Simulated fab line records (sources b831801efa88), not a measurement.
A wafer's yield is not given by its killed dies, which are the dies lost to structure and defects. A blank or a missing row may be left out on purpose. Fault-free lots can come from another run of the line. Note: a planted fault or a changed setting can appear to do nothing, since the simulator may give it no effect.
What tool caused it? ; flow gf180mcu ; 7 lots, 21 wafers sampled, at 1 step of a route of 602

WHAT EACH GAUGE READ, for each wafer
GF_V3_THK_MEAS_03.
lot;measured;on;V3_CVD_02_THK (nm)
L119;day 21 22:28;film-metro-01;846 828 843
L121;day 22 13:47;film-metro-01;845 851 861
L125;day 24 02:14;film-metro-03;842 857 867
L130;day 25 21:59;film-metro-01;834 860 852
L133;day 26 18:25;film-metro-01;832 836 841
L136;day 27 10:37;film-metro-02;844 844 849
L137;day 27 17:09;film-metro-01;833 859 857

WHICH TOOL RAN EACH LOT (tool, then ch and the chambers of the sampled wafers, then the start)
The record shows no process step preceding these readings.

THE ANSWER, worked out from the rows above alone
Rule: what is usual is taken from the lots themselves. The widest of any qualifying gaps counts: lots, ordered by their means at a reading, are off when they make up no more than a third of the lots, leave a main group of 4 or more, and stand apart from it by 3 or more times the standard deviation of that group's means. Not used: any main group whose means are identical at the precision the tables above print for the reading. Also off: a lot with no number at a reading for which 4 or more lots have one. Any other lot the step has rows for is counted as sound.
No lot is off on any of the readings shown, so nothing can be concluded from this.

WHAT THE SIMULATOR HAD INSERTED
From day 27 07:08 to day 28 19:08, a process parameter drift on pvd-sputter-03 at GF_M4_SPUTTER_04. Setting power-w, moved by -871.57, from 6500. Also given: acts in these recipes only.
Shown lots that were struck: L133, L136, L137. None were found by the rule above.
